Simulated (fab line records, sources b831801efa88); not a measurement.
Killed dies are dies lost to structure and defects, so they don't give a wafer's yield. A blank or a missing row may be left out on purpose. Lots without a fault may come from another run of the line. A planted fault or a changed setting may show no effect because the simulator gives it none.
A struck lot beside a sound one | flow sky130 | 16 steps out of a route of 708
Sound: wafers L748.2, L748.3, L748.5. Struck: wafers L751.1, L751.4, L751.6. The cause comes at the end.
At each step with rows: each side's tool, then ch and its chambers, then its first start. Under that, the readings that differ: sound wafers | struck wafers | difference of the means | sigmas: that difference in standard deviations of wafers without a fault.
alike: readings whose means differ by less than 2 such deviations, and words and numbers that are the same on both sides. not compared: withheld readings, readings that some wafer has no value for, bounds like >300 that may hide the same value, and numbers for which the record gives no deviation and whose values overlap.
The two part at a step that has a row with sigmas, a row that says differs or no value, or rows on one side only. Numbers that don't overlap but have no deviation are shown without sigmas and don't part them. A reading that every wafer of one side lacks parts them only if that side has two wafers or more.

first, 3 steps without rows for these wafers: SKY_METAL2_EXPOSE_12 (exposes mask MM2, target cd 140 nm); SKY_METAL2_PEB_13; SKY_METAL2_DEVELOP_14 (develop time 60 s).
SKY_METAL2_CD_MEAS_15: target cd 140 nm.
  sound on cd_sem-02, day 39 15:02; struck on cd_sem-02, day 40 08:35
  alike: cd_nm
SKY_METAL2_OVL_MEAS_16:
  sound on overlay-02, day 39 15:08; struck on overlay-02, day 40 08:43
  alike: METAL2_OVL
SKY_METAL2_DESCUM_17: chemistry O2, time 8 s.
  sound on rie_metal-03 ch 0,1, day 39 15:10; struck on rie_metal-01 ch 0,1, day 40 08:45
  alike: drypump_motor_current_A, oes_product_au, temp_c
  not compared: rf_hours_counter_h
SKY_METAL2_ETCH_18: etches BARC in N2/H2, stops on SiO2, time 45.9 s, target depth 60 nm.
  sound on rie_metal-03 ch 0,1, day 39 15:12; struck on rie_metal-01 ch 0,1, day 40 08:47
  alike: drypump_motor_current_A, oes_product_au, throttle_valve_pct
  not compared: rf_hours_counter_h
SKY_METAL2_METAL_ETCH_19: etches the open film in Cl2/BCl3, stops on SiO2, target depth 360 nm, time 74.83 s.
  sound on rie_metal-03 ch 0,1, day 39 15:16; struck on rie_metal-01 ch 0,1, day 40 08:50
  alike: drypump_motor_current_A, mfc_cl2_sccm, oes_product_au, throttle_valve_pct
  not compared: rf_hours_counter_h
SKY_METAL2_STRIP_20: strips in O2/N2.
  sound on plasma_asher-02 ch 0,1, day 39 15:21; struck on plasma_asher-04 ch 1, day 40 08:56
  alike: drypump_motor_current_A, oes_product_au, strip_time_to_endpoint_s
  not compared: rf_hours_counter_h
then, 3 steps without rows for these wafers: SKY_METAL2_STRIP_21 (strips in post etch residue remover, time 1200 s); SKY_METAL2_CLEAN_22 (cleans in IPA, time 180 s); SKY_METAL2_CLEAN_23 (cleans in O3/DIW).
SKY_VIA2_HDPCVD_00: deposits SiO2, target thk 1180 nm, time 196.7 s.
  sound on hdpcvd-01 ch 1,2, day 39 15:58; struck on hdpcvd-01 ch 0,1, day 40 09:34
  reading                                  | sound             | struck            | difference | sigmas
  sih4_flow_sccm (sccm)                    | 60.21 59.74 59.66 | 89.87 90.00 90.20 | +30.15     | +99 or more
  model.SiO2_of_VIA2_HDPCVD_00.thk_nm (nm) | 1167 1169 1174    | 1766 1778 1765    | +600       |
SKY_VIA2_THK_MEAS_01:
  sound on film_metro-02, day 39 16:07; struck on film_metro-02, day 40 09:41
  reading              | sound          | struck         | difference | sigmas
  VIA2_HDPCVD_THK (nm) | 1168 1169 1174 | 1766 1778 1765 | +599       | +54
SKY_VIA2_CMP_02: polishes SiO2.
  sound on cmp-02 ch 0,1,3, day 39 16:44; struck on cmp-02 ch 0,2,3, day 40 09:48
  alike: motor_current_A
-- the record jumps here: 10 days lie between the struck wafers' starts before and after (it left off in module VIA2 and takes up again in module PAD_OPEN, whose first step shown is number 708 of the route) --
SKY_PAD_OPEN_PROBE_99:
  sound on prober-02, day 49 11:53; struck on prober-01, day 49 23:50
  alike: defect_limited_yield, killed_at_M0_to_M3, killed_at_M4_up, killed_at_contacts, killed_at_front_end, killed_at_other, killed_dies, killed_open, killed_short, sort_bin_3_pad_short, sort_bin_5_function, sort_bin_6_memory, sort_bin_8_speed, sort_n_pass, sort_yield_pct

WHERE THEY PART
First at SKY_VIA2_HDPCVD_00; last, within this record, at SKY_VIA2_THK_MEAS_01. Later steps at which nothing parts them and some readings are alike: SKY_VIA2_CMP_02, SKY_PAD_OPEN_PROBE_99.

WHY: what the simulator had put in
Process parameter drift: hdpcvd-01, from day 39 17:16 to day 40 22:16, at SKY_VIA2_HDPCVD_00. Setting sih4_flow_sccm, moved by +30, from 60. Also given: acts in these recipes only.
